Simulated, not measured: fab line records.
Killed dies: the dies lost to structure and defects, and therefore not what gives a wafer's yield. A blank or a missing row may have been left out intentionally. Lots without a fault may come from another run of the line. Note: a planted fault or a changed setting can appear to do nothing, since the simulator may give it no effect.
fab line records + flow sky130
[record]
- lots = 5
- wafers = 15
- last-day = 50
route steps=708 shown LDD_N@247 LDD_P@255 LDD_HVN@267 LDD_HVP@278
lots that met no fault: taken from a fault-free run of the same line
start-h: the number of hours between the record's first day and the start of the first shown wafer of the lot + wait-h: hours from the lot's prior step to this one + " same as the row above + L1.1+2: a row that stands for several wafers + - no value, or no start given + * or withheld: withheld + < > ~ a bound
route shown NAME@n: names a module that has steps shown in the file, with the first one's number in the route + usual: mean/standard deviation taken from wafers without a fault + same: alike in all rows + chamber/n: place in a boat + sites: the reading at each site + _std_site: how widely they spread, as a standard deviation + _edge_site: outer sites' mean less inner sites' + radius-mm: how far each site lies from the wafer's centre + mask NAME#n: copy n + behind: tool/chamber where the wafer was last shaped + hold: cause of the lot's hold/its duration in hours/its outcome + device: the n, p or np transistor that did not switch + end of line: the tests these same wafers got at the end of their route + for a step that has no rows: nothing shown but its recipe + killed: not the wafer's yield, but the dies lost to structure and defects at the first sort + map: a wafer's dies, x killed, . not, _ none there
set.NAME: the setting the step ran with; set.NAME@STEP: the setting that earlier step ran with + model.NAME: the simulator's own value behind a step, which no gauge read
lots at selected steps of the route; one table per step, one row per wafer
services: the hour from which a tool's chamber was out of use, counted from the record's first day as start-h (under 0 if before that day), plus the number of hours and why
[[steps]]
[step SKY_LDD_N_IMPLANT_10]
[recipe]
- species = As
- energy-kev = 20
- dose-cm2 = 7.5e+13
- tilt-deg = withheld
- rotation-deg = 203
[step SKY_LDD_N_IMPLANT_11]
[recipe]
- species = As
- energy-kev = 20
- dose-cm2 = 7.5e+13
- tilt-deg = withheld
- rotation-deg = 293
[step SKY_LDD_N_IMPLANT_12]
[recipe]
- species = BF2
- energy-kev = 50
- dose-cm2 = 5e+12
- tilt-deg = 30
- rotation-deg = 0
[step SKY_LDD_N_IMPLANT_13]
[recipe]
- species = BF2
- energy-kev = 50
- dose-cm2 = 5e+12
- tilt-deg = 30
- rotation-deg = 90
[step SKY_LDD_N_IMPLANT_14]
[recipe]
- species = BF2
- energy-kev = 50
- dose-cm2 = 5e+12
- tilt-deg = 30
- rotation-deg = 180
[step SKY_LDD_N_IMPLANT_15]
[recipe]
- species = BF2
- energy-kev = 50
- dose-cm2 = 5e+12
- tilt-deg = 30
- rotation-deg = 270
[step SKY_LDD_N_STRIP_16]
[recipe]
- chemistry = O2/N2
- power-w = 1400
- pressure-mtorr = 1500
- platen-temp-c = withheld
- o2-flow-sccm = 3000
- n2-flow-sccm = 300
- overash-fraction = 0.5
[usual]
- drypump-motor-current-A = 5.49/0.18
- oes-product-au = 0.407/0.0045
- strip-time-to-endpoint-s = 4.319/0.015
| lot.wafer | tool            | chamber | start-h | wait-h | drypump-motor-current-A | oes-product-au | rf-hours-counter-h | strip-time-to-endpoint-s |
|-----------|-----------------|---------|---------|--------|-------------------------|----------------|--------------------|--------------------------|
| L677.1    | plasma-asher-04 | 0       | 423.35  | 0.1    | 5.52                    | 0.400          | 30                 | 4.330                    |
| L677.3    | "               | 1       | "       | "      | 5.42                    | 0.404          | -                  | 4.336                    |
| L677.6    | "               | 0       | "       | "      | 5.58                    | 0.403          | -                  | 4.348                    |
| L678.1    | plasma-asher-04 | 1       | 430.95  | 0.1    | 5.45                    | 0.410          | 31                 | 4.337                    |
| L678.2    | "               | 0       | "       | "      | 5.55                    | 0.407          | 31                 | 4.332                    |
| L678.5    | "               | 1       | "       | "      | 5.42                    | 0.410          | -                  | 4.322                    |
| L688.3    | plasma-asher-02 | 0       | 528.63  | 0.1    | 5.87                    | 0.411          | -                  | 4.300                    |
| L688.4    | "               | 1       | "       | "      | 5.53                    | 0.414          | -                  | 4.306                    |
| L688.6    | "               | 1       | "       | "      | 5.53                    | 0.410          | -                  | 4.307                    |
| L696.1    | plasma-asher-01 | 0       | 592.14  | 0.1    | 5.28                    | 0.398          | 16                 | 4.292                    |
| L696.4    | "               | 1       | "       | "      | 5.34                    | 0.402          | -                  | 4.300                    |
| L696.6    | "               | 1       | "       | "      | 5.35                    | 0.413          | -                  | 4.322                    |
| L697.1    | plasma-asher-02 | 1       | 606.94  | 0.1    | 5.52                    | 0.408          | 78                 | 4.315                    |
| L697.3    | "               | 1       | "       | "      | 5.57                    | 0.403          | -                  | 4.330                    |
| L697.4    | "               | 0       | "       | "      | 5.84                    | 0.407          | -                  | 4.340                    |
[step SKY_LDD_N_TW_MEAS_17]
[usual]
- LDD_N_TW = 2588/22
| lot.wafer | tool          | chamber | start-h | wait-h | LDD_N_TW |
|-----------|---------------|---------|---------|--------|----------|
| L677.1    | film-metro-03 | -       | 423.45  | 0.1    | 2597     |
| L677.3    | "             | -       | "       | "      | 2612     |
| L677.6    | "             | -       | "       | "      | 2615     |
| L678.1    | film-metro-03 | -       | 431.05  | 0.1    | 2589     |
| L678.2    | "             | -       | "       | "      | 2595     |
| L678.5    | "             | -       | "       | "      | 2604     |
| L688.3    | film-metro-02 | -       | 528.82  | 0.2    | 2582     |
| L688.4    | "             | -       | "       | "      | 2595     |
| L688.6    | "             | -       | "       | "      | 2582     |
| L696.1    | film-metro-02 | -       | 592.24  | 0.1    | 2574     |
| L696.4    | "             | -       | "       | "      | 2575     |
| L696.6    | "             | -       | "       | "      | 2569     |
| L697.1    | film-metro-01 | -       | 607.04  | 0.1    | 2557     |
| L697.3    | "             | -       | "       | "      | 2563     |
| L697.4    | "             | -       | "       | "      | 2561     |
[step SKY_LDD_P_DEHYDRATE_00]
[recipe]
- temp-c = 200
- time-s = 60
[step SKY_LDD_P_HMDS_01]
[recipe]
- prime-time-s = 60
- prime-temp-c = 120
[step SKY_LDD_P_COAT_02]
[recipe]
- resist = NOVOLAK
- spin-rpm = 3000
- resist-thk-nm = 1140
[step SKY_LDD_P_SOFTBAKE_03]
[recipe]
- temp-c = 90
- time-s = 60
- resist = NOVOLAK
[step SKY_LDD_P_EXPOSE_04]
[recipe]
- mask-id = PSDM
- na = 0.6
- source-shape = conventional
- sigma-outer = 0.6
- polarization = unpolarized
- target-cd-nm = 380
- dose-mj = 138
[usual]
- exposure-dose-mJ-cm2 = 138.00/0.15
[same]
- na = 0.6
| lot.wafer | tool             | chamber | start-h | wait-h | mask    | exposure-dose-mJ-cm2 |
|-----------|------------------|---------|---------|--------|---------|----------------------|
| L677.1    | iline-stepper-01 | 0       | 437.18  | -      | PSDM#0  | 137.97               |
| L677.3    | "                | 0       | "       | "      | PSDM#0  | 137.85               |
| L677.6    | "                | 0       | "       | "      | PSDM#0  | 138.11               |
| L678.1    | iline-stepper-01 | 0       | 447.31  | -      | PSDM#0  | 138.15               |
| L678.2    | "                | 0       | "       | "      | PSDM#0  | 137.83               |
| L678.5    | "                | 0       | "       | "      | PSDM#0  | 137.79               |
| L688.3    | iline-stepper-01 | 0       | 543.90  | -      | HVPTM#0 | 137.86               |
| L688.4    | "                | 0       | "       | "      | HVPTM#0 | 137.84               |
| L688.6    | "                | 0       | "       | "      | HVPTM#0 | 137.80               |
| L696.1    | iline-stepper-01 | 0       | 607.33  | -      | PSDM#0  | 137.98               |
| L696.4    | "                | 0       | "       | "      | PSDM#0  | 138.14               |
| L696.6    | "                | 0       | "       | "      | PSDM#0  | 137.98               |
| L697.1    | iline-stepper-01 | 0       | 620.89  | -      | PSDM#0  | 138.18               |
| L697.3    | "                | 0       | "       | "      | PSDM#0  | 138.15               |
| L697.4    | "                | 0       | "       | "      | PSDM#0  | 137.98               |
[step SKY_LDD_P_PEB_05]
[recipe]
- temp-c = withheld
- time-s = *
- resist = NOVOLAK
[step SKY_LDD_P_DEVELOP_06]
[recipe]
- resist = NOVOLAK
- developer = TMAH
- develop-time-s = 60
- dev-temp-c = 23
[step SKY_LDD_P_CD_MEAS_07]
[recipe]
- target-cd-nm = 380
[usual]
- cd-nm = 380.4/2.8
| lot.wafer | tool      | chamber | start-h | wait-h | cd-nm |
|-----------|-----------|---------|---------|--------|-------|
| L677.1    | cd-sem-02 | -       | 452.10  | 0.1    | 380.5 |
| L677.3    | "         | -       | "       | "      | 379.4 |
| L677.6    | "         | -       | "       | "      | 379.9 |
| L678.1    | cd-sem-01 | -       | 462.25  | 0.1    | 376.3 |
| L678.2    | "         | -       | "       | "      | 376.7 |
| L678.5    | "         | -       | "       | "      | 380.3 |
| L688.3    | cd-sem-01 | -       | 558.15  | 0.2    | -     |
| L688.4    | "         | -       | "       | "      | -     |
| L688.6    | "         | -       | "       | "      | -     |
| L696.1    | cd-sem-01 | -       | 621.06  | 0.1    | 376.4 |
| L696.4    | "         | -       | "       | "      | 380.6 |
| L696.6    | "         | -       | "       | "      | 379.9 |
| L697.1    | cd-sem-02 | -       | 635.26  | 0.1    | 380.8 |
| L697.3    | "         | -       | "       | "      | 381.9 |
| L697.4    | "         | -       | "       | "      | 380.3 |
[step SKY_LDD_P_OVL_MEAS_08]
[usual]
- LDD_P_OVL = 0.6/1.4
| lot.wafer | tool       | chamber | start-h | wait-h | LDD_P_OVL[nm] |
|-----------|------------|---------|---------|--------|---------------|
| L677.1    | overlay-01 | -       | 452.22  | 0.1    | 0.6           |
| L677.3    | "          | -       | "       | "      | 0.1           |
| L677.6    | "          | -       | "       | "      | -0.2          |
| L678.1    | overlay-01 | -       | 462.37  | 0.1    | 1.5           |
| L678.2    | "          | -       | "       | "      | 1.5           |
| L678.5    | "          | -       | "       | "      | 1.0           |
| L688.3    | overlay-01 | -       | 558.24  | 0.1    | -             |
| L688.4    | "          | -       | "       | "      | -             |
| L688.6    | "          | -       | "       | "      | -             |
| L696.1    | overlay-01 | -       | 621.18  | 0.1    | 3.7           |
| L696.4    | "          | -       | "       | "      | 2.7           |
| L696.6    | "          | -       | "       | "      | 4.2           |
| L697.1    | overlay-01 | -       | 635.38  | 0.1    | 2.0           |
| L697.3    | "          | -       | "       | "      | 1.4           |
| L697.4    | "          | -       | "       | "      | 1.7           |
[step SKY_LDD_P_IMPLANT_09]
[recipe]
- species = BF2
- energy-kev = 25
- dose-cm2 = 1e+13
- tilt-deg = withheld
[step SKY_LDD_P_STRIP_10]
[recipe]
- chemistry = O2/N2
- power-w = 1400
- pressure-mtorr = 1500
- platen-temp-c = withheld
- o2-flow-sccm = 3000
- n2-flow-sccm = 300
- overash-fraction = 0.5
[usual]
- drypump-motor-current-A = 5.4/0.31
- oes-product-au = 0.715/0.0047
- strip-time-to-endpoint-s = 14.20/0.045
| lot.wafer | tool            | chamber | start-h | wait-h | drypump-motor-current-A | oes-product-au | rf-hours-counter-h | strip-time-to-endpoint-s |
|-----------|-----------------|---------|---------|--------|-------------------------|----------------|--------------------|--------------------------|
| L677.1    | plasma-asher-03 | 1       | 452.49  | 0.1    | 5.9                     | 0.709          | 78                 | 14.19                    |
| L677.3    | "               | 1       | "       | "      | 5.9                     | 0.720          | -                  | 14.17                    |
| L677.6    | "               | 0       | "       | "      | 4.8                     | 0.713          | -                  | 14.17                    |
| L678.1    | plasma-asher-01 | 0       | 462.56  | 0.1    | 5.3                     | 0.714          | 3                  | 14.23                    |
| L678.2    | "               | 1       | "       | "      | 5.3                     | 0.714          | 3                  | 14.15                    |
| L678.5    | "               | 0       | "       | "      | 5.2                     | 0.716          | -                  | 14.22                    |
| L688.3    | plasma-asher-01 | 1       | 558.45  | 0.1    | 5.3                     | 0.719          | -                  | 14.19                    |
| L688.4    | "               | 0       | "       | "      | 5.3                     | 0.713          | -                  | 14.17                    |
| L688.6    | "               | 1       | "       | "      | 5.3                     | 0.708          | -                  | 14.21                    |
| L696.1    | plasma-asher-01 | 1       | 621.36  | 0.1    | 5.4                     | 0.720          | 19                 | 14.20                    |
| L696.4    | "               | 1       | "       | "      | 5.3                     | 0.722          | -                  | 14.18                    |
| L696.6    | "               | 1       | "       | "      | 5.4                     | 0.720          | -                  | 14.19                    |
| L697.1    | plasma-asher-01 | 0       | 635.56  | 0.1    | 5.2                     | 0.713          | 20                 | 14.29                    |
| L697.3    | "               | 1       | "       | "      | 5.3                     | 0.710          | -                  | 14.27                    |
| L697.4    | "               | 0       | "       | "      | 5.2                     | 0.715          | -                  | 14.23                    |
[step SKY_LDD_P_TW_MEAS_11]
[usual]
- LDD_P_TW = 636/3.6
| lot.wafer | tool          | chamber | start-h | wait-h | LDD_P_TW |
|-----------|---------------|---------|---------|--------|----------|
| L677.1    | film-metro-01 | -       | 452.59  | 0.1    | 639      |
| L677.3    | "             | -       | "       | "      | 638      |
| L677.6    | "             | -       | "       | "      | 643      |
| L678.1    | film-metro-01 | -       | 462.66  | 0.1    | 638      |
| L678.2    | "             | -       | "       | "      | 637      |
| L678.5    | "             | -       | "       | "      | 638      |
| L688.3    | film-metro-04 | -       | 558.53  | 0.1    | 30       |
| L688.4    | "             | -       | "       | "      | 30       |
| L688.6    | "             | -       | "       | "      | 30       |
| L696.1    | film-metro-04 | -       | 621.46  | 0.1    | 635      |
| L696.4    | "             | -       | "       | "      | 637      |
| L696.6    | "             | -       | "       | "      | 637      |
| L697.1    | film-metro-04 | -       | 635.66  | 0.1    | 640      |
| L697.3    | "             | -       | "       | "      | 640      |
| L697.4    | "             | -       | "       | "      | 640      |
[step SKY_LDD_HVN_DEHYDRATE_00]
[recipe]
- temp-c = 200
- time-s = 60
[step SKY_LDD_HVN_HMDS_01]
[recipe]
- prime-time-s = 60
- prime-temp-c = 120
[step SKY_LDD_HVN_COAT_02]
[recipe]
- resist = NOVOLAK
- spin-rpm = 3000
- resist-thk-nm = 300
[step SKY_LDD_HVN_SOFTBAKE_03]
[recipe]
- temp-c = 90
- time-s = 60
- resist = NOVOLAK
[step SKY_LDD_HVN_EXPOSE_04]
[recipe]
- mask-id = HVNTM
- na = 0.6
- source-shape = conventional
- sigma-outer = 0.6
- polarization = unpolarized
- target-cd-nm = 700
- dose-mj = 127
[step SKY_LDD_HVN_PEB_05]
[recipe]
- temp-c = withheld
- time-s = *
- resist = NOVOLAK
[step SKY_LDD_HVN_DEVELOP_06]
[recipe]
- resist = NOVOLAK
- developer = TMAH
- develop-time-s = 60
- dev-temp-c = 23
[step SKY_LDD_HVN_OVL_MEAS_07]
[usual]
- LDD_HVN_OVL = 0.5/1.4
| lot.wafer | tool       | chamber | start-h | wait-h | LDD_HVN_OVL[nm] |
|-----------|------------|---------|---------|--------|-----------------|
| L677.1    | overlay-02 | -       | 483.65  | 0.1    | 0.2             |
| L677.3    | "          | -       | "       | "      | -0.8            |
| L677.6    | "          | -       | "       | "      | -2.0            |
| L678.1    | overlay-02 | -       | 493.51  | 0.1    | -1.6            |
| L678.2    | "          | -       | "       | "      | -1.0            |
| L678.5    | "          | -       | "       | "      | -2.4            |
| L688.3    | overlay-01 | -       | 587.81  | 0.1    | -1.2            |
| L688.4    | "          | -       | "       | "      | 0.7             |
| L688.6    | "          | -       | "       | "      | 0.4             |
| L696.1    | overlay-02 | -       | 649.75  | 0.1    | -0.8            |
| L696.4    | "          | -       | "       | "      | 0.8             |
| L696.6    | "          | -       | "       | "      | -0.5            |
| L697.1    | overlay-02 | -       | 664.05  | 0.1    | 0.3             |
| L697.3    | "          | -       | "       | "      | -0.5            |
| L697.4    | "          | -       | "       | "      | 0.4             |
[step SKY_LDD_HVN_IMPLANT_08]
[recipe]
- species = P
- energy-kev = 60
- dose-cm2 = 3e+13
- tilt-deg = 40
[step SKY_LDD_HVN_STRIP_09]
[recipe]
- chemistry = O2/N2
- power-w = 1400
- pressure-mtorr = 1500
- platen-temp-c = withheld
- o2-flow-sccm = 3000
- n2-flow-sccm = 300
- overash-fraction = 0.5
[usual]
- drypump-motor-current-A = 5.5/0.33
- oes-product-au = 0.408/0.0043
- strip-time-to-endpoint-s = 4.139/0.016
| lot.wafer | tool            | chamber | start-h | wait-h | drypump-motor-current-A | oes-product-au | rf-hours-counter-h | strip-time-to-endpoint-s |
|-----------|-----------------|---------|---------|--------|-------------------------|----------------|--------------------|--------------------------|
| L677.1    | plasma-asher-02 | 0       | 483.84  | 0.1    | 5.8                     | 0.410          | 65                 | 4.139                    |
| L677.3    | "               | 1       | "       | "      | 5.5                     | 0.412          | -                  | 4.138                    |
| L677.6    | "               | 1       | "       | "      | 5.5                     | 0.405          | -                  | 4.131                    |
| L678.1    | plasma-asher-03 | 0       | 493.70  | 0.1    | 4.8                     | 0.414          | 82                 | 4.140                    |
| L678.2    | "               | 1       | "       | "      | 5.9                     | 0.416          | 82                 | 4.128                    |
| L678.5    | "               | 1       | "       | "      | 5.8                     | 0.410          | -                  | 4.118                    |
| L688.3    | plasma-asher-02 | 1       | 588.02  | 0.1    | 5.6                     | 0.409          | -                  | 4.132                    |
| L688.4    | "               | 0       | "       | "      | 5.8                     | 0.403          | -                  | 4.132                    |
| L688.6    | "               | 1       | "       | "      | 5.5                     | 0.404          | -                  | 4.104                    |
| L696.1    | plasma-asher-02 | 0       | 649.94  | 0.1    | 5.8                     | 0.409          | 82                 | 4.139                    |
| L696.4    | "               | 0       | "       | "      | 5.8                     | 0.406          | -                  | 4.124                    |
| L696.6    | "               | 0       | "       | "      | 5.9                     | 0.412          | -                  | 4.134                    |
| L697.1    | plasma-asher-04 | 1       | 664.24  | 0.1    | 5.4                     | 0.413          | 55                 | 4.126                    |
| L697.3    | "               | 0       | "       | "      | 5.6                     | 0.409          | -                  | 4.133                    |
| L697.4    | "               | 1       | "       | "      | 5.4                     | 0.410          | -                  | 4.134                    |
[step SKY_LDD_HVN_TW_MEAS_10]
[usual]
- LDD_HVN_TW = 1445/11
| lot.wafer | tool          | chamber | start-h | wait-h | LDD_HVN_TW |
|-----------|---------------|---------|---------|--------|------------|
| L677.1    | film-metro-01 | -       | 483.94  | 0.1    | 1438       |
| L677.3    | "             | -       | "       | "      | 1440       |
| L677.6    | "             | -       | "       | "      | 1445       |
| L678.1    | film-metro-01 | -       | 493.80  | 0.1    | 1444       |
| L678.2    | "             | -       | "       | "      | 1443       |
| L678.5    | "             | -       | "       | "      | 1442       |
| L688.3    | film-metro-04 | -       | 588.11  | 0.1    | 1444       |
| L688.4    | "             | -       | "       | "      | 1445       |
| L688.6    | "             | -       | "       | "      | 1446       |
| L696.1    | film-metro-01 | -       | 650.04  | 0.1    | 1419       |
| L696.4    | "             | -       | "       | "      | 1426       |
| L696.6    | "             | -       | "       | "      | 1421       |
| L697.1    | film-metro-03 | -       | 664.34  | 0.1    | 1453       |
| L697.3    | "             | -       | "       | "      | 1455       |
| L697.4    | "             | -       | "       | "      | 1452       |
[step SKY_LDD_HVP_DEHYDRATE_00]
[recipe]
- temp-c = 200
- time-s = 60
[step SKY_LDD_HVP_HMDS_01]
[recipe]
- prime-time-s = 60
- prime-temp-c = 120
[step SKY_LDD_HVP_COAT_02]
[recipe]
- resist = NOVOLAK
- spin-rpm = 3000
- resist-thk-nm = 300
[step SKY_LDD_HVP_SOFTBAKE_03]
[recipe]
- temp-c = 90
- time-s = 60
- resist = NOVOLAK
[step SKY_LDD_HVP_EXPOSE_04]
[recipe]
- mask-id = HVPTM
- na = 0.6
- source-shape = conventional
- sigma-outer = 0.6
- polarization = unpolarized
- target-cd-nm = 700
- dose-mj = 86
[step SKY_LDD_HVP_PEB_05]
[recipe]
- temp-c = withheld
- time-s = *
- resist = NOVOLAK
[step SKY_LDD_HVP_DEVELOP_06]
[recipe]
- resist = NOVOLAK
- developer = TMAH
- develop-time-s = 60
- dev-temp-c = 23
[step SKY_LDD_HVP_OVL_MEAS_07]
[usual]
- LDD_HVP_OVL = -0.7/1.5
| lot.wafer | tool       | chamber | start-h | wait-h | LDD_HVP_OVL[nm] |
|-----------|------------|---------|---------|--------|-----------------|
| L677.1    | overlay-02 | -       | 514.80  | 0.1    | -1.9            |
| L677.3    | "          | -       | "       | "      | -0.4            |
| L677.6    | "          | -       | "       | "      | -2.6            |
| L678.1    | overlay-02 | -       | 524.51  | 0.1    | -2.5            |
| L678.2    | "          | -       | "       | "      | -1.8            |
| L678.5    | "          | -       | "       | "      | -3.7            |
| L688.3    | overlay-02 | -       | 616.97  | 0.1    | 1.0             |
| L688.4    | "          | -       | "       | "      | 1.3             |
| L688.6    | "          | -       | "       | "      | -0.2            |
| L696.1    | overlay-01 | -       | 677.65  | 0.1    | -0.5            |
| L696.4    | "          | -       | "       | "      | -0.2            |
| L696.6    | "          | -       | "       | "      | -1.4            |
| L697.1    | overlay-02 | -       | 691.70  | 0.1    | -4.7            |
| L697.3    | "          | -       | "       | "      | -1.5            |
| L697.4    | "          | -       | "       | "      | -3.4            |
[step SKY_LDD_HVP_IMPLANT_08]
[recipe]
- species = B
- energy-kev = 20
- dose-cm2 = 1.7e+13
- tilt-deg = 17.9
[step SKY_LDD_HVP_STRIP_09]
[recipe]
- chemistry = O2/N2
- power-w = 1400
- pressure-mtorr = 1500
- platen-temp-c = withheld
- o2-flow-sccm = 3000
- n2-flow-sccm = 300
- overash-fraction = 0.5
[usual]
- drypump-motor-current-A = 5.4/0.33
- oes-product-au = 0.408/0.0047
- strip-time-to-endpoint-s = 4.130/0.013
| lot.wafer | tool            | chamber | start-h | wait-h | drypump-motor-current-A | oes-product-au | rf-hours-counter-h | strip-time-to-endpoint-s |
|-----------|-----------------|---------|---------|--------|-------------------------|----------------|--------------------|--------------------------|
| L677.1    | plasma-asher-02 | 1       | 514.99  | 0.1    | 5.6                     | 0.404          | 69                 | 4.129                    |
| L677.3    | "               | 1       | "       | "      | 5.5                     | 0.413          | -                  | 4.157                    |
| L677.6    | "               | 1       | "       | "      | 5.5                     | 0.413          | -                  | 4.109                    |
| L678.1    | plasma-asher-02 | 1       | 524.69  | 0.1    | 5.6                     | 0.403          | 70                 | 4.120                    |
| L678.2    | "               | 0       | "       | "      | 5.9                     | 0.402          | 70                 | 4.119                    |
| L678.5    | "               | 0       | "       | "      | 5.9                     | 0.407          | -                  | 4.127                    |
| L688.3    | plasma-asher-01 | 0       | 617.18  | 0.1    | 5.2                     | 0.406          | -                  | 4.115                    |
| L688.4    | "               | 1       | "       | "      | 5.4                     | 0.403          | -                  | 4.120                    |
| L688.6    | "               | 0       | "       | "      | 5.3                     | 0.404          | -                  | 4.134                    |
| L696.1    | plasma-asher-01 | 1       | 677.84  | 0.1    | 5.3                     | 0.415          | 24                 | 4.146                    |
| L696.4    | "               | 0       | "       | "      | 5.3                     | 0.404          | -                  | 4.138                    |
| L696.6    | "               | 1       | "       | "      | 5.3                     | 0.417          | -                  | 4.132                    |
| L697.1    | plasma-asher-01 | 0       | 691.89  | 0.1    | 5.2                     | 0.403          | 26                 | 4.152                    |
| L697.3    | "               | 0       | "       | "      | 5.2                     | 0.406          | -                  | 4.147                    |
| L697.4    | "               | 1       | "       | "      | 5.3                     | 0.415          | -                  | 4.133                    |
[step SKY_LDD_HVP_TW_MEAS_10]
[usual]
- LDD_HVP_TW = 458/3.4
| lot.wafer | tool          | chamber | start-h | wait-h | LDD_HVP_TW |
|-----------|---------------|---------|---------|--------|------------|
| L677.1    | film-metro-03 | -       | 515.09  | 0.1    | 466        |
| L677.3    | "             | -       | "       | "      | 463        |
| L677.6    | "             | -       | "       | "      | 463        |
| L678.1    | film-metro-02 | -       | 524.79  | 0.1    | 455        |
| L678.2    | "             | -       | "       | "      | 451        |
| L678.5    | "             | -       | "       | "      | 453        |
| L688.3    | film-metro-02 | -       | 617.26  | 0.1    | 694        |
| L688.4    | "             | -       | "       | "      | 697        |
| L688.6    | "             | -       | "       | "      | 695        |
| L696.1    | film-metro-02 | -       | 677.94  | 0.1    | 455        |
| L696.4    | "             | -       | "       | "      | 456        |
| L696.6    | "             | -       | "       | "      | 456        |
| L697.1    | film-metro-02 | -       | 691.99  | 0.1    | 453        |
| L697.3    | "             | -       | "       | "      | 455        |
| L697.4    | "             | -       | "       | "      | 457        |
[[services]]
| tool             | chamber | start-h | hours | kind        |
|------------------|---------|---------|-------|-------------|
| plasma-asher-03  | -       | 408.43  | 2.8   | pm          |
| iline-stepper-01 | -       | 416.61  | 8.9   | pm          |
| plasma-asher-01  | -       | 421.25  | 9.0   | pm          |
| plasma-asher-01  | 0       | 421.25  | 9.0   | vent-cycle  |
| plasma-asher-01  | 1       | 421.25  | 9.0   | vent-cycle  |
| plasma-asher-01  | 0       | 430.25  | -     | clean       |
| plasma-asher-01  | 1       | 430.25  | -     | clean       |
| plasma-asher-02  | -       | 514.37  | 0.4   | repair      |
| plasma-asher-04  | -       | 523.65  | 2.8   | pm          |
| plasma-asher-03  | -       | 565.25  | 7.8   | pm          |
| plasma-asher-02  | -       | 575.91  | 2.8   | pm          |
| iline-stepper-01 | 0       | 576.01  | -     | calibration |
| plasma-asher-02  | -       | 583.69  | 1.3   | repair      |
| iline-stepper-01 | -       | 590.09  | 1.7   | pm          |
| plasma-asher-01  | -       | 596.66  | 2.8   | pm          |
| plasma-asher-02  | -       | 624.75  | 4.5   | repair      |
| iline-stepper-01 | -       | 655.02  | 4.6   | repair      |
[[key]]
[first-sign]
- step = SKY_LDD_P_EXPOSE_04
- reading = mask
- direction = changed
[effect]
- step = SKY_LDD_P_CD_MEAS_07
- reading = cd-nm
- direction = missing
[effect]
- step = SKY_LDD_P_OVL_MEAS_08
- reading = LDD_P_OVL
- direction = missing
[effect]
- step = SKY_LDD_P_TW_MEAS_11
- reading = LDD_P_TW
- direction = down
- sigmas = 99+
- usual = 636
- struck = 30
[effect]
- step = SKY_LDD_HVP_TW_MEAS_10
- reading = LDD_HVP_TW
- direction = up
- sigmas = 70
- usual = 458
- struck = 695
met-at SKY_LDD_P_EXPOSE_04
struck-wafers L688.3,L688.4,L688.6
sort-left-out L688.3,L688.4,L688.6
tester-left-out L688
onset-between 447.31 543.90
[fault]
- kind = wrong-mask
- tool = any
- chamber = -
- onset-h = 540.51
- steps = SKY_LDD_P_EXPOSE_04
- aux-copy = HVPTM#0
- scope = struck-lots-only
// tester-left-out: of these lots the tester's yield and bins aren't shown, on N5 and GAA mostly nor the transistor test; their killed dies are dies lost to structure and defects alone, not to doping, threshold or leakage, so they don't give the yield
// sort-left-out: the simulated sort isn't trusted on such a fault, so these wafers' sort isn't shown, and their yield isn't known
